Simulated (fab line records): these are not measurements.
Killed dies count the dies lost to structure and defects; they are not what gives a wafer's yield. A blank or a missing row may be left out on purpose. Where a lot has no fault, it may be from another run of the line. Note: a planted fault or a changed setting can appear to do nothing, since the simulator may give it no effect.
fab line records :: flow sky130
[record]
  lots = 6
  wafers = 18
  lastDay = 50
route steps=708 shown FIELD_ISO@1 PAD_OPEN@708
lots untouched by any fault: they come from a run of this same line in which no faults occurred
startH: start of the lot's first displayed wafer, in hours after the record's first day :: waitH: hours elapsed since this lot's preceding step :: " repeats the value in the row above :: L1.1+2: several wafers, shown together as one row :: - no value, or no start given :: * or withheld: withheld :: < > ~ a bound
route shown NAME@n: names a module that has steps shown in the file, with the first one's number in the route :: usual: average and standard deviation across the fault-free wafers :: same: alike in all rows :: chamber/n: place in a boat :: sites: each site's reading :: _std_site: the values' standard deviation :: _edge_site: inner sites' mean taken away from outer sites' mean :: radiusMm: how far each site lies from the wafer's centre :: mask NAME#n: copy n :: behind: tool/chamber where the wafer was last shaped :: hold: why the lot went on hold/how many hours it stayed there/how the hold came to an end :: device: whichever transistor did not switch (one of n, p or np) :: end of line: tests run on the same wafers once the route is complete :: a step with no rows: only its recipe :: killed: count of dies lost to structure and defects at first sort (not the wafer's yield) :: map: a wafer's dies, x killed, . not, _ none there
set.NAME: the setting the step ran with; set.NAME@STEP: the setting that earlier step ran with :: model.NAME: the simulator's own value behind a step, which no gauge read
certain route steps with their lots: each step a table, each wafer a row
services: when a tool's chamber went out of use (startH, in hours from the record's first day, below 0 if earlier), for how many hours, and the reason
[[steps]]
[step SKY_FIELD_ISO_BOW_MEAS_00]
[recipe]
  mode = bow
[usual]
  INCOMING_BOW = -1/6.4
lot.wafer: L321.4
tool: filmMetro-01
chamber: -
startH: 40.06
waitH: -
INCOMING_BOW[um]: -6

lot.wafer: L321.5
tool: filmMetro-01
chamber: -
startH: 40.06
waitH: -
INCOMING_BOW[um]: -7

lot.wafer: L321.6
tool: filmMetro-01
chamber: -
startH: 40.06
waitH: -
INCOMING_BOW[um]: -6

lot.wafer: L334.2
tool: filmMetro-04
chamber: -
startH: 105.02
waitH: -
INCOMING_BOW[um]: -6

lot.wafer: L334.5
tool: filmMetro-04
chamber: -
startH: 105.02
waitH: -
INCOMING_BOW[um]: -8

lot.wafer: L334.6
tool: filmMetro-04
chamber: -
startH: 105.02
waitH: -
INCOMING_BOW[um]: -3

lot.wafer: L335.1
tool: filmMetro-02
chamber: -
startH: 110.00
waitH: -
INCOMING_BOW[um]: 6

lot.wafer: L335.3
tool: filmMetro-02
chamber: -
startH: 110.00
waitH: -
INCOMING_BOW[um]: -9

lot.wafer: L335.6
tool: filmMetro-02
chamber: -
startH: 110.00
waitH: -
INCOMING_BOW[um]: -7

lot.wafer: L336.1
tool: filmMetro-02
chamber: -
startH: 115.00
waitH: -
INCOMING_BOW[um]: -8

lot.wafer: L336.3
tool: filmMetro-02
chamber: -
startH: 115.00
waitH: -
INCOMING_BOW[um]: 9

lot.wafer: L336.5
tool: filmMetro-02
chamber: -
startH: 115.00
waitH: -
INCOMING_BOW[um]: 11

lot.wafer: L337.1
tool: filmMetro-04
chamber: -
startH: 120.00
waitH: -
INCOMING_BOW[um]: -4

lot.wafer: L337.2
tool: filmMetro-04
chamber: -
startH: 120.00
waitH: -
INCOMING_BOW[um]: -4

lot.wafer: L337.3
tool: filmMetro-04
chamber: -
startH: 120.00
waitH: -
INCOMING_BOW[um]: 4

lot.wafer: L338.2
tool: filmMetro-02
chamber: -
startH: 125.02
waitH: -
INCOMING_BOW[um]: 2

lot.wafer: L338.3
tool: filmMetro-02
chamber: -
startH: 125.02
waitH: -
INCOMING_BOW[um]: -11

lot.wafer: L338.6
tool: filmMetro-02
chamber: -
startH: 125.02
waitH: -
INCOMING_BOW[um]: -7
[step SKY_FIELD_ISO_OXIDATION_01]
[recipe]
  tempC = 900
  ambient = O2
  stabiliseS = 600
  purgeS = 300
  targetThkA = 120
  oxTimeS = 1929
[usual]
  oxTempC = 900.0/0.39
  oxTempCMax = 904.6/1.1
lot.wafer: L321.4
tool: furnace-02
chamber: 0
startH: 42.35
waitH: 2.3
oxTempC: 900.0
oxTempCMax: 903.3

lot.wafer: L321.5
tool: furnace-02
chamber: 0
startH: 42.35
waitH: 2.3
oxTempC: 899.9
oxTempCMax: 903.9

lot.wafer: L321.6
tool: furnace-02
chamber: 0
startH: 42.35
waitH: 2.3
oxTempC: 899.7
oxTempCMax: 904.1

lot.wafer: L334.2
tool: furnace-01
chamber: 0
startH: 105.28
waitH: 0.2
oxTempC: 900.0
oxTempCMax: 905.0

lot.wafer: L334.5
tool: furnace-01
chamber: 0
startH: 105.28
waitH: 0.2
oxTempC: 899.8
oxTempCMax: 904.2

lot.wafer: L334.6
tool: furnace-01
chamber: 0
startH: 105.28
waitH: 0.2
oxTempC: 900.3
oxTempCMax: 905.6

lot.wafer: L335.1
tool: furnace-02
chamber: -
startH: 110.17
waitH: 0.2
oxTempC: -
oxTempCMax: -

lot.wafer: L335.3
tool: furnace-02
chamber: -
startH: 110.17
waitH: 0.2
oxTempC: -
oxTempCMax: -

lot.wafer: L335.6
tool: furnace-02
chamber: -
startH: 110.17
waitH: 0.2
oxTempC: -
oxTempCMax: -

lot.wafer: L336.1
tool: furnace-02
chamber: -
startH: 115.82
waitH: 0.8
oxTempC: -
oxTempCMax: -

lot.wafer: L336.3
tool: furnace-02
chamber: -
startH: 115.82
waitH: 0.8
oxTempC: -
oxTempCMax: -

lot.wafer: L336.5
tool: furnace-02
chamber: -
startH: 115.82
waitH: 0.8
oxTempC: -
oxTempCMax: -

lot.wafer: L337.1
tool: furnace-01
chamber: 0
startH: 120.12
waitH: 0.1
oxTempC: 900.0
oxTempCMax: 906.8

lot.wafer: L337.2
tool: furnace-01
chamber: 0
startH: 120.12
waitH: 0.1
oxTempC: 900.4
oxTempCMax: 906.5

lot.wafer: L337.3
tool: furnace-01
chamber: 0
startH: 120.12
waitH: 0.1
oxTempC: 899.6
oxTempCMax: 903.5

lot.wafer: L338.2
tool: furnace-01
chamber: 0
startH: 126.25
waitH: 1.2
oxTempC: 899.5
oxTempCMax: 904.3

lot.wafer: L338.3
tool: furnace-01
chamber: 0
startH: 126.25
waitH: 1.2
oxTempC: 899.8
oxTempCMax: 905.7

lot.wafer: L338.6
tool: furnace-01
chamber: 0
startH: 126.25
waitH: 1.2
oxTempC: 900.5
oxTempCMax: 905.1
[step SKY_FIELD_ISO_CVD_03]
[recipe]
  material = Si3N4
  precursor = DCS/NH3
  targetThkNm = 165
  tempC = 770
  timeS = 2830
  pressureMtorr = 250
[step SKY_PAD_OPEN_PROBE_99]
lot.wafer: L321.4
tool: prober-02
chamber: -
startH: 1120.13
waitH: 0.2
model.etest.pfet_16v.rOnOhmUm: 1.564e+04
model.etest.capLiToPoly.cAfUm2: 96.96
model.etest.capPolyToWell.cAfUm2: 87.98
model.etest.fieldP.vtV: -42.72
model.etest.fieldN.vtV: 36.27
model.etest.diodeNdiffFingers.leakLog10ACm2: -6.53
model.etest.diodePdiffFingers.leakLog10ACm2: -6.848
model.etest.sramNfetPass.offLog10AUm: -12.91

lot.wafer: L321.5
tool: prober-02
chamber: -
startH: 1120.18
waitH: 0.2
model.etest.pfet_16v.rOnOhmUm: 1.575e+04
model.etest.capLiToPoly.cAfUm2: 94.4
model.etest.capPolyToWell.cAfUm2: 89.88
model.etest.fieldP.vtV: -42.29
model.etest.fieldN.vtV: 36.18
model.etest.diodeNdiffFingers.leakLog10ACm2: -6.551
model.etest.diodePdiffFingers.leakLog10ACm2: -6.54
model.etest.sramNfetPass.offLog10AUm: -12.84

lot.wafer: L321.6
tool: prober-02
chamber: -
startH: 1120.23
waitH: 0.2
model.etest.pfet_16v.rOnOhmUm: 1.539e+04
model.etest.capLiToPoly.cAfUm2: 94.12
model.etest.capPolyToWell.cAfUm2: 90.88
model.etest.fieldP.vtV: -41.67
model.etest.fieldN.vtV: 35.99
model.etest.diodeNdiffFingers.leakLog10ACm2: -6.569
model.etest.diodePdiffFingers.leakLog10ACm2: -6.806
model.etest.sramNfetPass.offLog10AUm: -13.03

lot.wafer: L334.2
tool: prober-01
chamber: -
startH: 1183.56
waitH: 0.1
model.etest.pfet_16v.rOnOhmUm: 1.547e+04
model.etest.capLiToPoly.cAfUm2: 96.37
model.etest.capPolyToWell.cAfUm2: 87.34
model.etest.fieldP.vtV: -43.29
model.etest.fieldN.vtV: 36.45
model.etest.diodeNdiffFingers.leakLog10ACm2: -6.599
model.etest.diodePdiffFingers.leakLog10ACm2: -6.664
model.etest.sramNfetPass.offLog10AUm: -12.67

lot.wafer: L334.5
tool: prober-01
chamber: -
startH: 1183.71
waitH: 0.2
model.etest.pfet_16v.rOnOhmUm: 1.569e+04
model.etest.capLiToPoly.cAfUm2: 95.33
model.etest.capPolyToWell.cAfUm2: 89.08
model.etest.fieldP.vtV: -44.38
model.etest.fieldN.vtV: 36.73
model.etest.diodeNdiffFingers.leakLog10ACm2: -6.692
model.etest.diodePdiffFingers.leakLog10ACm2: -6.462
model.etest.sramNfetPass.offLog10AUm: -13

lot.wafer: L334.6
tool: prober-01
chamber: -
startH: 1183.76
waitH: 0.2
model.etest.pfet_16v.rOnOhmUm: 1.529e+04
model.etest.capLiToPoly.cAfUm2: 95.17
model.etest.capPolyToWell.cAfUm2: 94.64
model.etest.fieldP.vtV: -41.9
model.etest.fieldN.vtV: 35.81
model.etest.diodeNdiffFingers.leakLog10ACm2: -6.729
model.etest.diodePdiffFingers.leakLog10ACm2: -6.639
model.etest.sramNfetPass.offLog10AUm: -12.86

lot.wafer: L335.1
tool: prober-02
chamber: -
startH: 1185.01
waitH: 0.1
model.etest.pfet_16v.rOnOhmUm: 1.481e+04
model.etest.capLiToPoly.cAfUm2: 91.69
model.etest.capPolyToWell.cAfUm2: 92.79
model.etest.fieldP.vtV: -37.9
model.etest.fieldN.vtV: 34.58
model.etest.diodeNdiffFingers.leakLog10ACm2: -5.723
model.etest.diodePdiffFingers.leakLog10ACm2: -6.011
model.etest.sramNfetPass.offLog10AUm: -12.26

lot.wafer: L335.3
tool: prober-02
chamber: -
startH: 1185.11
waitH: 0.2
model.etest.pfet_16v.rOnOhmUm: 1.454e+04
model.etest.capLiToPoly.cAfUm2: 91.04
model.etest.capPolyToWell.cAfUm2: 92.67
model.etest.fieldP.vtV: -37.02
model.etest.fieldN.vtV: 33.86
model.etest.diodeNdiffFingers.leakLog10ACm2: -5.824
model.etest.diodePdiffFingers.leakLog10ACm2: -5.969
model.etest.sramNfetPass.offLog10AUm: -12.41

lot.wafer: L335.6
tool: prober-02
chamber: -
startH: 1185.26
waitH: 0.2
model.etest.pfet_16v.rOnOhmUm: 1.46e+04
model.etest.capLiToPoly.cAfUm2: 93.59
model.etest.capPolyToWell.cAfUm2: 94.78
model.etest.fieldP.vtV: -35.94
model.etest.fieldN.vtV: 33.16
model.etest.diodeNdiffFingers.leakLog10ACm2: -6.074
model.etest.diodePdiffFingers.leakLog10ACm2: -6.127
model.etest.sramNfetPass.offLog10AUm: -12.32

lot.wafer: L336.1
tool: prober-01
chamber: -
startH: 1188.28
waitH: 0.1
model.etest.pfet_16v.rOnOhmUm: 1.487e+04
model.etest.capLiToPoly.cAfUm2: 93.97
model.etest.capPolyToWell.cAfUm2: 93.48
model.etest.fieldP.vtV: -40.21
model.etest.fieldN.vtV: 35.1
model.etest.diodeNdiffFingers.leakLog10ACm2: -5.964
model.etest.diodePdiffFingers.leakLog10ACm2: -5.855
model.etest.sramNfetPass.offLog10AUm: -12.38

lot.wafer: L336.3
tool: prober-01
chamber: -
startH: 1188.38
waitH: 0.2
model.etest.pfet_16v.rOnOhmUm: 1.499e+04
model.etest.capLiToPoly.cAfUm2: 93.99
model.etest.capPolyToWell.cAfUm2: 92.33
model.etest.fieldP.vtV: -40.75
model.etest.fieldN.vtV: 35.52
model.etest.diodeNdiffFingers.leakLog10ACm2: -6.072
model.etest.diodePdiffFingers.leakLog10ACm2: -5.882
model.etest.sramNfetPass.offLog10AUm: -12.44

lot.wafer: L336.5
tool: prober-01
chamber: -
startH: 1188.48
waitH: 0.2
model.etest.pfet_16v.rOnOhmUm: 1.527e+04
model.etest.capLiToPoly.cAfUm2: 89.83
model.etest.capPolyToWell.cAfUm2: 92.41
model.etest.fieldP.vtV: -41.63
model.etest.fieldN.vtV: 35.75
model.etest.diodeNdiffFingers.leakLog10ACm2: -5.879
model.etest.diodePdiffFingers.leakLog10ACm2: -6.016
model.etest.sramNfetPass.offLog10AUm: -12.11

lot.wafer: L337.1
tool: prober-02
chamber: -
startH: 1198.16
waitH: 0.1
model.etest.pfet_16v.rOnOhmUm: 1.57e+04
model.etest.capLiToPoly.cAfUm2: 99.15
model.etest.capPolyToWell.cAfUm2: 88.65
model.etest.fieldP.vtV: -43.45
model.etest.fieldN.vtV: 36.74
model.etest.diodeNdiffFingers.leakLog10ACm2: -6.616
model.etest.diodePdiffFingers.leakLog10ACm2: -6.453
model.etest.sramNfetPass.offLog10AUm: -13.14

lot.wafer: L337.2
tool: prober-02
chamber: -
startH: 1198.21
waitH: 0.1
model.etest.pfet_16v.rOnOhmUm: 1.491e+04
model.etest.capLiToPoly.cAfUm2: 95.71
model.etest.capPolyToWell.cAfUm2: 93.32
model.etest.fieldP.vtV: -40.75
model.etest.fieldN.vtV: 35.9
model.etest.diodeNdiffFingers.leakLog10ACm2: -6.845
model.etest.diodePdiffFingers.leakLog10ACm2: -6.484
model.etest.sramNfetPass.offLog10AUm: -13.06

lot.wafer: L337.3
tool: prober-02
chamber: -
startH: 1198.26
waitH: 0.2
model.etest.pfet_16v.rOnOhmUm: 1.535e+04
model.etest.capLiToPoly.cAfUm2: 95.89
model.etest.capPolyToWell.cAfUm2: 91.23
model.etest.fieldP.vtV: -42.6
model.etest.fieldN.vtV: 36.64
model.etest.diodeNdiffFingers.leakLog10ACm2: -6.633
model.etest.diodePdiffFingers.leakLog10ACm2: -6.489
model.etest.sramNfetPass.offLog10AUm: -13

lot.wafer: L338.2
tool: prober-01
chamber: -
startH: 1199.71
waitH: 0.1
model.etest.pfet_16v.rOnOhmUm: 1.529e+04
model.etest.capLiToPoly.cAfUm2: 93.52
model.etest.capPolyToWell.cAfUm2: 92.83
model.etest.fieldP.vtV: -42.08
model.etest.fieldN.vtV: 36.11
model.etest.diodeNdiffFingers.leakLog10ACm2: -6.744
model.etest.diodePdiffFingers.leakLog10ACm2: -6.475
model.etest.sramNfetPass.offLog10AUm: -12.86

lot.wafer: L338.3
tool: prober-01
chamber: -
startH: 1199.76
waitH: 0.2
model.etest.pfet_16v.rOnOhmUm: 1.548e+04
model.etest.capLiToPoly.cAfUm2: 94.97
model.etest.capPolyToWell.cAfUm2: 89.64
model.etest.fieldP.vtV: -43.8
model.etest.fieldN.vtV: 36.8
model.etest.diodeNdiffFingers.leakLog10ACm2: -6.523
model.etest.diodePdiffFingers.leakLog10ACm2: -6.693
model.etest.sramNfetPass.offLog10AUm: -12.57

lot.wafer: L338.6
tool: prober-01
chamber: -
startH: 1199.91
waitH: 0.2
model.etest.pfet_16v.rOnOhmUm: 1.536e+04
model.etest.capLiToPoly.cAfUm2: 95.88
model.etest.capPolyToWell.cAfUm2: 91.31
model.etest.fieldP.vtV: -42.64
model.etest.fieldN.vtV: 36.28
model.etest.diodeNdiffFingers.leakLog10ACm2: -6.574
model.etest.diodePdiffFingers.leakLog10ACm2: -6.612
model.etest.sramNfetPass.offLog10AUm: -12.67
// killed by level:class
L321.4 VIA1:geometricParticle:open=9 LI_CONTACT:geometricParticle:open=8 POLY_GATE:geometricParticle:open=7 FIELD_ISO:geometricParticle:short=5 VIA3:geometricParticle:short=5 CONTACT:geometricParticle:short=5 CONTACT:geometricParticle:open=5 VIA1:geometricParticle:short=4
L321.5 CONTACT:geometricParticle:open=17 VIA3:geometricParticle:open=7 METAL1:geometricParticle:short=6 LI_CONTACT:geometricParticle:open=6 FIELD_ISO:geometricParticle:short=5 POLY_GATE:geometricParticle:short=5 VIA1:geometricParticle:short=5 VIA2:geometricParticle:open=5
L321.6 VIA1:geometricParticle:open=17 CONTACT:geometricParticle:open=8 SPACER:geometricParticle:open=5 CONTACT:geometricParticle:short=5 METAL2:geometricParticle:short=5 FIELD_ISO:geometricParticle:short=4 POLY_GATE:geometricParticle:short=4 METAL1:geometricParticle:short=4
L334.2 VIA1:geometricParticle:open=12 METAL1:geometricParticle:short=9 CONTACT:geometricParticle:open=8 VIA1:geometricParticle:short=8 VIA3:geometricParticle:open=7 POLY_GATE:geometricParticle:short=6 METAL2:geometricParticle:short=6 SPACER:geometricParticle:open=4
L334.5 VIA1:geometricParticle:open=10 VIA3:geometricParticle:open=9 CONTACT:geometricParticle:open=9 VIA2:geometricParticle:open=9 LI_CONTACT:geometricParticle:open=6 CONTACT:geometricParticle:short=6 FIELD_ISO:geometricParticle:short=3 POLY_GATE:geometricParticle:short=3
L334.6 VIA1:geometricParticle:open=11 VIA2:geometricParticle:open=9 METAL1:geometricParticle:short=8 CONTACT:geometricParticle:open=7 CONTACT:geometricParticle:short=7 METAL2:geometricParticle:short=6 VIA3:geometricParticle:open=6 VIA2:geometricParticle:short=5
L337.1 VIA1:geometricParticle:open=9 VIA3:geometricParticle:open=9 CONTACT:geometricParticle:open=8 METAL4:geometricParticle:short=7 LOCAL_INTERCONNECT:geometricParticle:short=6 METAL2:geometricParticle:short=6 VIA2:geometricParticle:open=5 SPACER:geometricParticle:open=4
L337.2 CONTACT:geometricParticle:short=12 VIA1:geometricParticle:open=11 CONTACT:geometricParticle:open=8 METAL2:geometricParticle:short=7 VIA3:geometricParticle:open=7 LI_CONTACT:geometricParticle:open=6 VIA2:geometricParticle:open=6 VIA1:geometricParticle:short=5
L337.3 VIA1:geometricParticle:open=14 FIELD_ISO:geometricParticle:short=9 VIA2:geometricParticle:open=9 VIA3:geometricParticle:open=8 CONTACT:geometricParticle:open=6 METAL3:geometricParticle:short=6 LI_CONTACT:geometricParticle:open=5 FIELD_ISO:geometricParticle:open=4
L338.2 CONTACT:geometricParticle:open=9 VIA3:geometricParticle:open=7 VIA1:geometricParticle:open=7 FIELD_ISO:geometricParticle:short=6 POLY_GATE:geometricParticle:short=6 VIA2:geometricParticle:open=6 FIELD_ISO:geometricParticle:open=5 POLY_GATE:geometricParticle:open=5
L338.3 VIA2:geometricParticle:open=12 LI_CONTACT:geometricParticle:open=10 VIA1:geometricParticle:open=7 FIELD_ISO:geometricParticle:short=6 LOCAL_INTERCONNECT:geometricParticle:short=6 METAL1:geometricParticle:short=5 CONTACT:geometricParticle:open=5 VIA1:geometricParticle:short=5
L338.6 CONTACT:geometricParticle:open=8 VIA1:geometricParticle:open=7 LI_CONTACT:geometricParticle:short=6 LOCAL_INTERCONNECT:geometricParticle:short=6 CONTACT:geometricParticle:short=6 METAL1:geometricParticle:short=6 LI_CONTACT:geometricParticle:open=5 METAL2:geometricParticle:short=5
[[services]]
tool: furnace-01
chamber: -
startH: 41.04
hours: 3.9
kind: pm

tool: furnace-02
chamber: -
startH: 122.39
hours: 3.4
kind: pm
[[key]]
[firstSign]
  step = SKY_FIELD_ISO_OXIDATION_01
  reading = toolRecord
  direction = missing
effect none on later readings
[modelEffect]
  step = SKY_PAD_OPEN_PROBE_99
  value = etest.pfet_16v.rOnOhmUm
  without = 1.527e+04
  struck = 1.485e+04
metAt SKY_FIELD_ISO_OXIDATION_01
struckWafers L335.1,L335.3,L335.6,L336.1,L336.3,L336.5
laterRowsLeftOut L335.1,L335.3,L335.6,L336.1,L336.3,L336.5
sortLeftOut L335.1,L335.3,L335.6,L336.1,L336.3,L336.5
testerLeftOut L335,L336
onsetBetween 42.35 110.17
[fault]
  kind = skippedStepWhole
  tool = furnace-02
  chamber = -
  onsetH = 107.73
  steps = SKY_FIELD_ISO_OXIDATION_01
  scope = struckLotsOnly
// testerLeftOut: of these lots the tester's yield and bins aren't shown, on N5 and GAA mostly nor the transistor test; their killed dies are dies lost to structure and defects alone, not to doping, threshold or leakage, so they don't give the yield
// sortLeftOut: the simulated sort isn't trusted on such a fault, so these wafers' sort isn't shown, and their yield isn't known
// laterRowsLeftOut: the simulator's readings of these wafers behind a module that went badly wrong aren't trusted and aren't shown, but for the sort
